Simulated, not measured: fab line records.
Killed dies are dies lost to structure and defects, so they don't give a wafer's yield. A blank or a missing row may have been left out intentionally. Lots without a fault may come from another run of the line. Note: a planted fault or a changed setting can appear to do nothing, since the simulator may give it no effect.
fab line records	flow sky130
[record] lots = 12	wafers = 36	lastDay = 50
route steps=708 shown FIELD_ISO@1 VIA2@507 PAD_OPEN@708
lots that met no fault: from a run of the same line without faults
startH: the number of hours between the record's first day and the start of the first shown wafer of the lot	waitH: hours elapsed since this lot's preceding step	" repeats the value in the row above	L1.1+2: a row that stands for several wafers	- either no value or no given start	* or withheld: withheld	< > ~ a bound
route shown NAME@n: NAME is a module with steps in the file, n the number in the route of the first one	usual: the fault-free wafers' mean and standard deviation	same: alike in all rows	chamber/n: place in a boat	sites: the reading at each site	_std_site: their standard deviation	_edge_site: mean of outer sites minus mean of inner sites	radiusMm: for every site, how far away it sits from the centre of the wafer	mask NAME#n: copy n	behind: the tool/chamber that last shaped the wafer	hold: the reason the lot was held/the length of the hold in hours/how it ended	device: the n, p or np transistor that did not switch	end of line: the tests these same wafers got at the end of their route	step lacking rows: just its recipe	killed: count of dies lost to structure and defects at first sort (not the wafer's yield)	map: dies across one wafer; x = killed, . = not, _ = none there
set.NAME: the setting the step ran with; set.NAME@STEP: the setting that earlier step ran with	model.NAME: the simulator's own value behind a step, which no gauge read
route steps across a sampled set of lots; one table per step, one row per wafer
services: from which hour (startH, from the record's first day; less than 0 if before it) a tool's chamber was out of use, for how many hours, and why
[[steps]]
[step SKY_FIELD_ISO_BOW_MEAS_00]
[recipe] mode = bow
[usual] INCOMING_BOW = 0/6
lot.wafer	tool	chamber	startH	waitH	INCOMING_BOW[um]
L728.3	filmMetro-04	-	10.04	-	7
L728.4	"	-	"	"	-6
L728.5	"	-	"	"	-4
L729.1	filmMetro-02	-	15.00	-	1
L729.5	"	-	"	"	-1
L729.6	"	-	"	"	11
L730.3	filmMetro-04	-	20.04	-	-2
L730.4	"	-	"	"	1
L730.6	"	-	"	"	3
L734.1	filmMetro-04	-	40.00	-	-5
L734.4	"	-	"	"	-2
L734.6	"	-	"	"	-16
L735.2	filmMetro-04	-	45.02	-	-12
L735.4	"	-	"	"	-3
L735.5	"	-	"	"	-2
L736.1	filmMetro-04	-	50.00	-	8
L736.2	"	-	"	"	5
L736.5	"	-	"	"	1
L740.3	filmMetro-04	-	70.04	-	-9
L740.4	"	-	"	"	5
L740.5	"	-	"	"	-7
L742.1	filmMetro-02	-	80.00	-	1
L742.5	"	-	"	"	4
L742.6	"	-	"	"	-3
L743.3	filmMetro-03	-	85.04	-	-9
L743.4	"	-	"	"	-5
L743.6	"	-	"	"	2
L747.1	filmMetro-04	-	105.00	-	-3
L747.3	"	-	"	"	7
L747.4	"	-	"	"	5
L750.2	filmMetro-04	-	120.02	-	-3
L750.4	"	-	"	"	-8
L750.6	"	-	"	"	-4
L751.1	filmMetro-04	-	125.00	-	-1
L751.3	"	-	"	"	3
L751.4	"	-	"	"	3
[step SKY_FIELD_ISO_ETCH_14]
[recipe] chemistry = N2/H2	target = BARC	ionEnergyEv = 200	sourceW = 500	biasW = 100	pressureMtorr = 30	n2FlowSccm = 100	h2FlowSccm = 200	stopOn = SiO2	timeS = 45.9	targetDepthA = 600
[usual] drypumpMotorCurrentA = 5.83/0.27	oesProductAu = 0.855/0.0045	throttleValvePct = 13.225/0.0086
[same] timeS = 45.9
lot.wafer	tool	chamber	startH	waitH	drypumpMotorCurrentA	oesProductAu	rfHoursCounterH	throttleValvePct
L728.3	rieDiel-01	3	29.50	0.1	5.58	0.854	147	13.232
L728.4	"	2	"	"	5.76	0.846	5	13.221
L728.5	"	3	"	"	5.57	0.856	-	13.219
L729.1	rieDiel-02	0	34.98	0.1	5.30	0.849	117	13.224
L729.5	"	1	"	"	6.26	0.856	-	13.223
L729.6	"	2	"	"	6.05	0.856	-	13.232
L730.3	rieDiel-01	1	40.08	0.1	5.81	0.855	2	13.233
L730.4	"	3	"	"	5.57	0.853	147	13.214
L730.6	"	3	"	"	5.57	0.851	-	13.225
L734.1	rieDiel-01	1	61.74	0.1	5.80	0.855	2	13.221
L734.4	"	2	"	"	5.79	0.862	-	13.217
L734.6	"	0	"	"	5.89	0.862	-	13.228
L735.2	rieDiel-01	1	65.13	0.1	5.84	0.853	2	13.234
L735.4	"	1	"	"	5.84	0.857	-	13.219
L735.5	"	0	"	"	5.89	0.855	-	13.230
L736.1	rieDiel-01	1	71.88	0.1	5.82	0.849	3	13.237
L736.2	"	2	"	"	5.79	0.858	5	13.227
L736.5	"	0	"	"	5.87	0.857	-	13.236
L740.3	rieDiel-02	1	93.13	0.1	6.24	0.852	133	13.209
L740.4	"	3	"	"	5.67	0.856	99	13.225
L740.5	"	2	"	"	6.03	0.862	-	13.227
L742.1	rieDiel-04	3	104.78	0.1	5.82	0.864	3	13.226
L742.5	"	3	"	"	5.82	0.862	-	13.218
L742.6	"	2	"	"	6.30	0.853	-	13.220
L743.3	rieDiel-04	2	107.58	0.1	6.29	0.853	127	13.218
L743.4	"	2	"	"	6.32	0.851	-	13.224
L743.6	"	3	"	"	5.80	0.856	-	13.222
L747.1	rieDiel-02	2	133.73	0.1	6.02	0.849	9	13.220
L747.3	"	0	"	"	5.29	0.851	119	13.238
L747.4	"	3	"	"	5.66	0.857	100	13.225
L750.2	rieDiel-01	0	144.44	0.1	5.87	0.857	152	13.221
L750.4	"	2	"	"	5.78	0.858	6	13.228
L750.6	"	1	"	"	5.81	0.846	-	13.229
L751.1	rieDiel-04	0	149.43	0.1	6.05	0.853	121	13.227
L751.3	"	1	"	"	5.21	0.856	98	13.232
L751.4	"	3	"	"	5.82	0.849	4	13.234
[step SKY_FIELD_ISO_THK_MEAS_25]
[recipe] reads = SiO2_of_FIELD_ISO_CVD_24
[usual] FIELD_ISO_CVD_24_THK = 600/6.4
lot.wafer	tool	chamber	startH	waitH	FIELD_ISO_CVD_24_THK[nm]
L728.3	filmMetro-02	-	32.12	0.1	597
L728.4	"	-	"	"	608
L728.5	"	-	"	"	601
L729.1	filmMetro-02	-	38.86	0.0	585
L729.5	"	-	"	"	605
L729.6	"	-	"	"	595
L730.3	filmMetro-04	-	43.08	0.1	605
L730.4	"	-	"	"	597
L730.6	"	-	"	"	586
L734.1	filmMetro-03	-	71.51	0.0	599
L734.4	"	-	"	"	604
L734.6	"	-	"	"	603
L735.2	filmMetro-02	-	71.60	0.0	607
L735.4	"	-	"	"	608
L735.5	"	-	"	"	598
L736.1	filmMetro-04	-	78.67	0.0	598
L736.2	"	-	"	"	601
L736.5	"	-	"	"	599
L740.3	filmMetro-02	-	95.35	0.1	608
L740.4	"	-	"	"	594
L740.5	"	-	"	"	606
L742.1	filmMetro-03	-	107.96	0.0	605
L742.5	"	-	"	"	608
L742.6	"	-	"	"	599
L743.3	filmMetro-03	-	110.68	0.1	594
L743.4	"	-	"	"	601
L743.6	"	-	"	"	595
L747.1	filmMetro-04	-	135.58	0.0	609
L747.3	"	-	"	"	612
L747.4	"	-	"	"	599
L750.2	filmMetro-02	-	146.40	0.0	602
L750.4	"	-	"	"	599
L750.6	"	-	"	"	602
L751.1	filmMetro-03	-	152.08	0.0	606
L751.3	"	-	"	"	595
L751.4	"	-	"	"	591
[step SKY_VIA2_HDPCVD_00]
[recipe] material = SiO2	targetThkNm = 1180	sigmaOpenFrac = 0.3	timeS = 196.7	tempC = 400	sih4FlowSccm = 60	pressureMtorr = 6
[usual] sih4FlowSccm = 59.99/0.18
[same] timeS = 196.7
lot.wafer	tool	chamber	startH	waitH	sih4FlowSccm
L728.3	hdpcvd-01	1	822.62	0.0	59.77
L728.4	"	2	"	"	60.10
L728.5	"	0	"	"	60.03
L729.1	hdpcvd-01	2	828.05	0.0	60.15
L729.5	"	1	"	"	59.72
L729.6	"	0	"	"	60.49
L730.3	hdpcvd-01	0	834.61	0.0	60.20
L730.4	"	1	"	"	60.11
L730.6	"	0	"	"	60.01
L734.1	hdpcvd-01	0	889.55	0.0	59.91
L734.4	"	1	"	"	59.80
L734.6	"	2	"	"	59.70
L735.2	hdpcvd-01	2	892.74	0.0	59.88
L735.4	"	2	"	"	59.61
L735.5	"	1	"	"	59.96
L736.1	hdpcvd-01	0	898.00	0.0	60.28
L736.2	"	1	"	"	60.04
L736.5	"	1	"	"	59.69
L740.3	hdpcvd-02	0	921.33	0.0	60.04
L740.4	"	2	"	"	59.94
L740.5	"	1	"	"	59.92
L742.1	hdpcvd-01	2	932.76	0.0	60.11
L742.5	"	0	"	"	60.34
L742.6	"	2	"	"	60.11
L743.3	hdpcvd-02	2	933.77	0.0	59.95
L743.4	"	0	"	"	59.97
L743.6	"	2	"	"	60.14
L747.1	hdpcvd-01	1	963.04	0.0	90.26
L747.3	"	2	"	"	90.05
L747.4	"	2	"	"	90.04
L750.2	hdpcvd-01	0	980.64	0.0	90.11
L750.4	"	1	"	"	90.11
L750.6	"	2	"	"	89.98
L751.1	hdpcvd-01	2	989.17	0.0	89.85
L751.3	"	1	"	"	89.69
L751.4	"	2	"	"	89.98
[step SKY_VIA2_THK_MEAS_01]
[recipe] reads = SiO2_of_VIA2_HDPCVD_00
[usual] VIA2_HDPCVD_THK = 1185/12
lot.wafer	tool	chamber	startH	waitH	VIA2_HDPCVD_THK[nm]
L728.3	filmMetro-03	-	822.77	0.1	1184
L728.4	"	-	"	"	1182
L728.5	"	-	"	"	1201
L729.1	filmMetro-02	-	828.18	0.1	1190
L729.5	"	-	"	"	1188
L729.6	"	-	"	"	1193
L730.3	filmMetro-04	-	834.76	0.1	1203
L730.4	"	-	"	"	1191
L730.6	"	-	"	"	1202
L734.1	filmMetro-03	-	889.68	0.1	1208
L734.4	"	-	"	"	1197
L734.6	"	-	"	"	1195
L735.2	filmMetro-04	-	892.88	0.1	1174
L735.4	"	-	"	"	1187
L735.5	"	-	"	"	1175
L736.1	filmMetro-03	-	898.13	0.1	1191
L736.2	"	-	"	"	1183
L736.5	"	-	"	"	1196
L740.3	filmMetro-02	-	921.47	0.1	1196
L740.4	"	-	"	"	1177
L740.5	"	-	"	"	1174
L742.1	filmMetro-04	-	932.88	0.1	1188
L742.5	"	-	"	"	1193
L742.6	"	-	"	"	1205
L743.3	filmMetro-04	-	933.92	0.1	1156
L743.4	"	-	"	"	1183
L743.6	"	-	"	"	1172
L747.1	filmMetro-04	-	963.16	0.1	1779
L747.3	"	-	"	"	1785
L747.4	"	-	"	"	1777
L750.2	filmMetro-03	-	980.78	0.1	1784
L750.4	"	-	"	"	1783
L750.6	"	-	"	"	1796
L751.1	filmMetro-04	-	989.29	0.1	1766
L751.3	"	-	"	"	1752
L751.4	"	-	"	"	1759
[step SKY_PAD_OPEN_PROBE_99]
[usual] defectLimitedYield = 82.7/1.9	killed_at_M0_to_M3 = 43/6.8	killed_at_M4_up = 3.0/1.8	killedAtContacts = 23/5.4	killedAtFrontEnd = 15/4.4	killedAtOther = 0.3/0.51	killedDies = 85/9.2	killedOpen = 47/6.8	killedShort = 39/6.8	sort_bin_3_pad_short = 0.8/0.43	sort_bin_5_function = 10.3/1.5	sort_bin_6_memory = 6.2/0.96	sortNPass = 407/9.2	sortYieldPct = 82.7/1.9
[same] grossDies = 492	killedAtBackSide = 0	sort_bin_4_leakage[%] = 0	sort_bin_8_speed[%] = 0
lot.wafer	tool	chamber	startH	waitH	defectLimitedYield[%]	killed_at_M0_to_M3	killed_at_M4_up	killedAtContacts	killedAtFrontEnd	killedAtOther	killedDies	killedOpen	killedShort	sort_bin_3_pad_short[%]	sort_bin_5_function[%]	sort_bin_6_memory[%]	sortNPass	sortYieldPct[%]
L728.3	prober-02	-	1075.12	0.2	81.5	39	3	31	18	0	91	58	33	0.6	9.8	8.1	401	81.5
L728.4	prober-02	-	1075.17	0.2	82.9	39	4	25	16	0	84	45	39	0.6	11.2	5.3	408	82.9
L728.5	prober-02	-	1075.22	0.2	82.1	33	6	33	16	0	88	49	39	0.8	11.0	6.1	404	82.1
L729.1	prober-01	-	1080.67	0.1	81.1	50	5	16	22	0	93	58	35	0.6	12.8	5.5	399	81.1
L729.5	prober-01	-	1080.87	0.2	86.0	32	1	23	13	0	69	40	29	0.6	8.9	4.5	423	86.0
L729.6	prober-01	-	1080.92	0.2	81.9	47	2	26	14	0	89	46	43	1.0	10.0	7.1	403	81.9
L730.3	prober-02	-	1084.58	0.2	81.5	49	1	19	22	0	91	50	41	1.4	10.8	6.3	401	81.5
L730.4	prober-02	-	1084.63	0.2	83.7	36	2	20	21	1	80	37	43	0.8	9.8	5.7	412	83.7
L730.6	prober-02	-	1084.73	0.2	82.3	45	2	19	21	0	87	41	46	1.4	10.8	5.5	405	82.3
L734.1	prober-02	-	1128.47	0.1	86.0	43	2	19	5	0	69	41	28	0.4	7.9	5.7	423	86.0
L734.4	prober-02	-	1128.62	0.2	82.5	52	4	18	11	1	86	51	35	0.8	9.8	6.9	406	82.5
L734.6	prober-02	-	1128.72	0.2	82.7	42	4	25	14	0	85	50	35	0.8	9.8	6.7	407	82.7
L735.2	prober-01	-	1130.83	0.1	83.3	41	2	25	13	1	82	40	42	1.2	9.6	5.9	410	83.3
L735.4	prober-01	-	1130.93	0.2	82.5	51	0	26	9	0	86	56	30	0.4	11.0	6.1	406	82.5
L735.5	prober-01	-	1130.98	0.2	84.6	33	5	28	10	0	76	46	30	0.6	8.9	5.9	416	84.6
L736.1	prober-02	-	1134.29	0.1	85.4	33	5	20	14	0	72	34	38	0.4	8.5	5.7	420	85.4
L736.2	prober-02	-	1134.34	0.1	85.4	39	2	21	10	0	72	35	37	1.4	8.9	4.3	420	85.4
L736.5	prober-02	-	1134.49	0.2	84.6	32	3	19	22	0	76	42	34	0.6	8.3	6.5	416	84.6
L740.3	prober-02	-	1152.39	0.2	83.3	41	5	13	23	0	82	36	46	1.4	8.5	6.7	410	83.3
L740.4	prober-02	-	1152.44	0.2	82.9	46	3	18	16	1	84	43	41	1.0	9.1	6.9	408	82.9
L740.5	prober-02	-	1152.49	0.2	79.5	50	3	30	18	0	101	58	43	1.0	11.4	8.1	391	79.5
L742.1	prober-02	-	1162.78	0.1	81.9	39	2	30	18	0	89	52	37	1.0	10.4	6.7	403	81.9
L742.5	prober-02	-	1162.98	0.2	79.5	53	2	29	16	1	101	60	41	0.4	14.2	5.9	391	79.5
L742.6	prober-02	-	1163.03	0.2	86.6	32	4	12	17	1	66	37	29	0.8	7.5	5.1	426	86.6
L743.3	prober-01	-	1163.48	0.2	81.5	42	3	19	27	0	91	41	50	0.6	10.2	7.7	401	81.5
L743.4	prober-01	-	1163.53	0.2	83.7	40	1	19	20	0	80	45	35	1.4	9.3	5.5	412	83.7
L743.6	prober-01	-	1163.63	0.2	81.1	47	2	23	21	0	93	55	38	1.0	9.8	8.1	399	81.1
L747.1	prober-01	-	1183.36	0.1	80.1	52	4	30	12	0	98	49	49	1.6	11.4	6.9	394	80.1
L747.3	prober-01	-	1183.46	0.2	80.7	45	3	25	21	1	95	52	43	0.8	10.8	7.7	397	80.7
L747.4	prober-01	-	1183.51	0.2	82.3	51	5	21	10	0	87	39	48	1.6	10.0	6.1	405	82.3
L750.2	prober-01	-	1194.18	0.1	84.6	38	5	22	11	0	76	44	32	0.6	9.1	5.7	416	84.6
L750.4	prober-01	-	1194.28	0.2	81.9	55	2	22	8	2	89	53	36	0.8	10.2	7.1	403	81.9
L750.6	prober-01	-	1194.38	0.2	83.5	40	3	27	11	0	81	47	34	0.2	11.6	4.7	411	83.5
L751.1	prober-01	-	1199.54	0.1	79.1	54	2	37	10	0	103	60	43	1.2	11.8	7.9	389	79.1
L751.3	prober-01	-	1199.64	0.2	80.1	54	4	27	13	0	98	58	40	1.0	13.0	5.9	394	80.1
L751.4	prober-01	-	1199.69	0.2	81.3	52	3	17	20	0	92	43	49	0.8	12.6	5.3	400	81.3
// killed by level:class
L728.3 CONTACT:geometricParticle:open=13 VIA1:geometricParticle:open=12 LI_CONTACT:geometricParticle:open=9 VIA2:geometricParticle:open=6 CONTACT:geometricParticle:short=5 FIELD_ISO:geometricParticle:open=4 POLY_GATE:geometricParticle:short=4 METAL2:geometricParticle:short=4
L728.4 VIA1:geometricParticle:open=11 CONTACT:geometricParticle:open=9 LI_CONTACT:geometricParticle:open=6 FIELD_ISO:geometricParticle:short=5 FIELD_ISO:geometricParticle:open=5 CONTACT:geometricParticle:short=5 METAL1:geometricParticle:short=5 VIA3:geometricParticle:open=5
L728.5 CONTACT:geometricParticle:open=12 LI_CONTACT:geometricParticle:open=8 METAL2:geometricParticle:short=8 VIA1:geometricParticle:open=7 FIELD_ISO:geometricParticle:open=5 LOCAL_INTERCONNECT:geometricParticle:short=5 VIA3:geometricParticle:open=5 METAL4:geometricParticle:short=5
L729.1 VIA1:geometricParticle:open=15 VIA2:geometricParticle:open=9 CONTACT:geometricParticle:open=7 FIELD_ISO:geometricParticle:open=6 POLY_GATE:geometricParticle:short=6 LI_CONTACT:geometricParticle:open=6 VIA1:geometricParticle:short=5 METAL2:geometricParticle:short=5
L729.5 VIA1:geometricParticle:open=10 CONTACT:geometricParticle:open=6 CONTACT:geometricParticle:short=6 VIA3:geometricParticle:open=5 LI_CONTACT:geometricParticle:open=4 METAL2:geometricParticle:short=4 FIELD_ISO:geometricParticle:short=3 FIELD_ISO:geometricParticle:open=3
L729.6 VIA1:geometricParticle:open=10 LI_CONTACT:geometricParticle:open=9 CONTACT:geometricParticle:open=8 VIA2:geometricParticle:open=8 FIELD_ISO:geometricParticle:short=7 VIA1:geometricParticle:short=7 METAL3:geometricParticle:short=6 VIA3:geometricParticle:open=5
L730.3 CONTACT:geometricParticle:open=9 VIA2:geometricParticle:open=9 FIELD_ISO:geometricParticle:short=8 VIA1:geometricParticle:open=7 VIA3:geometricParticle:open=6 VIA2:geometricParticle:short=6 FIELD_ISO:geometricParticle:open=5 POLY_GATE:geometricParticle:short=5
L730.4 VIA1:geometricParticle:open=9 POLY_GATE:geometricParticle:open=8 LI_CONTACT:geometricParticle:short=6 FIELD_ISO:geometricParticle:short=5 METAL3:geometricParticle:short=5 POLY_GATE:geometricParticle:short=5 VIA1:geometricParticle:short=5 VIA3:geometricParticle:open=5
L730.6 FIELD_ISO:geometricParticle:open=7 CONTACT:geometricParticle:short=7 CONTACT:geometricParticle:open=7 METAL1:geometricParticle:short=7 VIA1:geometricParticle:open=7 METAL2:geometricParticle:short=7 VIA2:geometricParticle:open=6 POLY_GATE:geometricParticle:short=5
L734.1 VIA3:geometricParticle:open=12 LI_CONTACT:geometricParticle:open=7 VIA2:geometricParticle:open=7 VIA1:geometricParticle:open=7 VIA1:geometricParticle:short=5 VIA3:geometricParticle:short=4 CONTACT:geometricParticle:short=4 METAL3:geometricParticle:short=4
L734.4 VIA3:geometricParticle:open=9 VIA1:geometricParticle:open=8 VIA2:geometricParticle:open=8 LI_CONTACT:geometricParticle:open=7 VIA1:geometricParticle:short=7 CONTACT:geometricParticle:open=6 FIELD_ISO:geometricParticle:open=4 SPACER:geometricParticle:short=4
L734.6 CONTACT:geometricParticle:open=8 VIA1:geometricParticle:open=8 VIA3:geometricParticle:open=8 METAL1:geometricParticle:short=6 POLY_GATE:geometricParticle:short=5 LOCAL_INTERCONNECT:geometricParticle:open=5 VIA2:geometricParticle:open=5 LI_CONTACT:geometricParticle:open=4
L735.2 CONTACT:geometricParticle:open=10 VIA1:geometricParticle:open=10 VIA3:geometricParticle:open=6 POLY_GATE:geometricParticle:short=5 LI_CONTACT:geometricParticle:short=5 VIA2:geometricParticle:short=5 FIELD_ISO:geometricParticle:open=4 VIA1:geometricParticle:short=4
L735.4 VIA3:geometricParticle:open=14 LI_CONTACT:geometricParticle:open=10 VIA1:geometricParticle:open=8 VIA2:geometricParticle:open=7 CONTACT:geometricParticle:open=6 LOCAL_INTERCONNECT:geometricParticle:short=5 METAL2:geometricParticle:short=5 FIELD_ISO:geometricParticle:short=4
L735.5 CONTACT:geometricParticle:open=15 VIA1:geometricParticle:open=12 POLY_GATE:geometricParticle:short=5 LI_CONTACT:geometricParticle:open=5 VIA2:geometricParticle:open=5 METAL2:geometricParticle:short=4 CONTACT:geometricParticle:short=4 METAL4:geometricParticle:short=4
L736.1 CONTACT:geometricParticle:open=11 VIA1:geometricParticle:open=7 VIA1:geometricParticle:short=7 METAL1:geometricParticle:short=4 METAL2:geometricParticle:short=4 VIA2:geometricParticle:open=4 FIELD_ISO:geometricParticle:short=3 SPACER:geometricParticle:short=3
L736.2 VIA1:geometricParticle:short=7 POLY_GATE:geometricParticle:short=6 LI_CONTACT:geometricParticle:open=6 CONTACT:geometricParticle:open=6 VIA1:geometricParticle:open=6 VIA3:geometricParticle:open=6 METAL1:geometricParticle:short=4 VIA2:geometricParticle:open=4
L736.5 CONTACT:geometricParticle:open=7 VIA3:geometricParticle:open=7 SPACER:geometricParticle:short=5 POLY_GATE:geometricParticle:open=5 POLY_GATE:geometricParticle:short=5 VIA1:geometricParticle:open=5 LI_CONTACT:geometricParticle:open=4 CONTACT:geometricParticle:short=3
L740.3 POLY_GATE:geometricParticle:open=7 VIA1:geometricParticle:open=7 POLY_GATE:geometricParticle:short=6 VIA2:geometricParticle:open=6 CONTACT:geometricParticle:open=5 METAL1:geometricParticle:short=5 METAL4:geometricParticle:short=5 FIELD_ISO:geometricParticle:short=4
L740.4 VIA2:geometricParticle:open=11 VIA1:geometricParticle:open=8 METAL1:geometricParticle:short=7 LOCAL_INTERCONNECT:geometricParticle:short=5 METAL2:geometricParticle:short=5 POLY_GATE:geometricParticle:open=4 POLY_GATE:geometricParticle:short=4 LI_CONTACT:geometricParticle:open=4
L740.5 VIA1:geometricParticle:open=13 CONTACT:geometricParticle:open=10 VIA3:geometricParticle:open=8 LOCAL_INTERCONNECT:geometricParticle:short=7 METAL1:geometricParticle:short=7 LI_CONTACT:geometricParticle:open=6 VIA2:geometricParticle:open=6 CONTACT:geometricParticle:short=5
L742.1 CONTACT:geometricParticle:open=14 VIA1:geometricParticle:open=12 POLY_GATE:geometricParticle:open=6 LOCAL_INTERCONNECT:geometricParticle:short=6 METAL2:geometricParticle:short=6 CONTACT:geometricParticle:short=6 FIELD_ISO:geometricParticle:open=5 METAL1:geometricParticle:short=4
L742.5 VIA1:geometricParticle:open=15 CONTACT:geometricParticle:open=11 METAL2:geometricParticle:short=10 VIA2:geometricParticle:open=7 LI_CONTACT:geometricParticle:open=6 VIA3:geometricParticle:open=6 FIELD_ISO:geometricParticle:open=5 VIA2:geometricParticle:short=4
L742.6 VIA1:geometricParticle:open=8 POLY_GATE:geometricParticle:short=5 LI_CONTACT:geometricParticle:open=4 FIELD_ISO:geometricParticle:open=4 VIA1:geometricParticle:short=4 METAL2:geometricParticle:open=4 VIA2:geometricParticle:open=4 LOCAL_INTERCONNECT:geometricParticle:short=3
L743.3 POLY_GATE:geometricParticle:short=9 CONTACT:geometricParticle:open=9 VIA1:geometricParticle:open=7 VIA1:geometricParticle:short=7 METAL2:geometricParticle:short=7 VIA2:geometricParticle:open=6 METAL1:geometricParticle:short=6 FIELD_ISO:geometricParticle:short=5
L743.4 VIA1:geometricParticle:open=9 CONTACT:geometricParticle:open=9 VIA2:geometricParticle:open=7 FIELD_ISO:geometricParticle:open=6 METAL1:geometricParticle:short=6 POLY_GATE:geometricParticle:open=4 POLY_GATE:geometricParticle:short=4 VIA3:geometricParticle:open=4
L743.6 VIA1:geometricParticle:open=13 CONTACT:geometricParticle:open=13 LI_CONTACT:geometricParticle:open=6 METAL1:geometricParticle:short=6 POLY_GATE:geometricParticle:open=5 POLY_GATE:geometricParticle:short=5 VIA3:geometricParticle:short=5 VIA3:geometricParticle:open=5
L747.1 VIA1:geometricParticle:open=12 METAL2:geometricParticle:short=12 LOCAL_INTERCONNECT:geometricParticle:short=8 METAL3:geometricParticle:short=7 CONTACT:geometricParticle:open=7 VIA3:geometricParticle:open=7 VIA2:geometricParticle:open=6 LI_CONTACT:geometricParticle:short=5
L747.3 VIA1:geometricParticle:open=13 CONTACT:geometricParticle:open=11 LI_CONTACT:geometricParticle:open=7 METAL1:geometricParticle:short=7 VIA1:geometricParticle:short=7 METAL2:geometricParticle:short=6 FIELD_ISO:geometricParticle:short=5 VIA2:geometricParticle:open=5
L747.4 METAL1:geometricParticle:short=10 VIA1:geometricParticle:open=9 CONTACT:geometricParticle:open=7 VIA3:geometricParticle:open=7 METAL2:geometricParticle:short=6 LI_CONTACT:geometricParticle:short=5 VIA3:geometricParticle:short=5 FIELD_ISO:geometricParticle:open=4
L750.2 VIA1:geometricParticle:open=12 CONTACT:geometricParticle:open=8 VIA2:geometricParticle:open=8 LI_CONTACT:geometricParticle:short=6 LI_CONTACT:geometricParticle:open=5 METAL1:geometricParticle:short=5 VIA1:geometricParticle:short=5 POLY_GATE:geometricParticle:open=3
L750.4 VIA1:geometricParticle:open=18 VIA2:geometricParticle:open=9 LI_CONTACT:geometricParticle:open=8 VIA3:geometricParticle:open=8 METAL1:geometricParticle:short=6 LI_CONTACT:geometricParticle:short=5 LOCAL_INTERCONNECT:geometricParticle:short=5 CONTACT:geometricParticle:open=4
L750.6 VIA1:geometricParticle:open=13 CONTACT:geometricParticle:open=10 VIA1:geometricParticle:short=8 LI_CONTACT:geometricParticle:open=6 VIA3:geometricParticle:open=5 LI_CONTACT:geometricParticle:short=4 CONTACT:geometricParticle:short=4 VIA2:geometricParticle:open=3
L751.1 LI_CONTACT:geometricParticle:open=12 VIA2:geometricParticle:open=12 CONTACT:geometricParticle:open=12 VIA1:geometricParticle:open=8 VIA3:geometricParticle:open=8 CONTACT:geometricParticle:short=7 VIA1:geometricParticle:short=6 VIA2:geometricParticle:short=6
L751.3 VIA1:geometricParticle:open=14 CONTACT:geometricParticle:open=13 VIA3:geometricParticle:open=7 METAL2:geometricParticle:short=6 LI_CONTACT:geometricParticle:short=6 METAL1:geometricParticle:short=6 VIA2:geometricParticle:open=6 LI_CONTACT:geometricParticle:open=4
L751.4 VIA1:geometricParticle:open=12 FIELD_ISO:geometricParticle:open=8 VIA1:geometricParticle:short=8 CONTACT:geometricParticle:open=7 METAL1:geometricParticle:short=6 FIELD_ISO:geometricParticle:short=5 VIA2:geometricParticle:short=5 METAL2:geometricParticle:short=5
[[services]]
tool	chamber	startH	hours	kind
rieDiel-01	0	51.00	4.0	repair
rieDiel-01	3	58.85	17.0	repair
hdpcvd-01	-	66.75	15.0	pm
rieDiel-01	2	117.47	4.6	repair
rieDiel-01	2	201.19	14.6	repair
rieDiel-01	-	294.01	4.0	pm
hdpcvd-01	-	305.60	0.5	repair
hdpcvd-01	-	355.13	0.4	repair
rieDiel-01	1	355.25	132.0	repair
rieDiel-01	-	384.17	15.6	pm
rieDiel-01	-	406.36	2.8	pm
rieDiel-01	2	514.06	7.4	repair
rieDiel-01	-	522.04	1.7	repair
rieDiel-01	2	524.58	5.9	repair
hdpcvd-01	-	634.93	0.6	repair
hdpcvd-01	-	650.75	15.0	pm
rieDiel-01	2	700.56	2.5	repair
hdpcvd-01	-	737.64	1.6	repair
rieDiel-01	-	744.40	0.3	repair
rieDiel-01	1	817.75	3.2	repair
hdpcvd-01	-	868.97	2.8	pm
hdpcvd-01	-	877.09	1.1	repair
rieDiel-01	0	938.44	11.7	repair
rieDiel-01	3	939.10	5.6	repair
[[key]]
[firstSign] step = SKY_VIA2_HDPCVD_00	reading = sih4FlowSccm	direction = up	sigmas = 99+	usual = 59.99	struck = 90.01
[effect] step = SKY_VIA2_THK_MEAS_01	reading = VIA2_HDPCVD_THK	direction = up	sigmas = 51	usual = 1185	struck = 1776
metAt SKY_VIA2_HDPCVD_00
struckLots L747,L750,L751
notActingAt SKY_FIELD_ISO_BOW_MEAS_00,SKY_FIELD_ISO_ETCH_14,SKY_FIELD_ISO_THK_MEAS_25
onsetBetween 932.76 963.04
[fault] kind = processParameterDrift	tool = hdpcvd-01	chamber = -	onsetH = 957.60	steps = SKY_VIA2_HDPCVD_00	channel = sih4FlowSccm	offset = 30	shape = step	endH = 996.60	actsIn = theseRecipesOnly	stated = 60
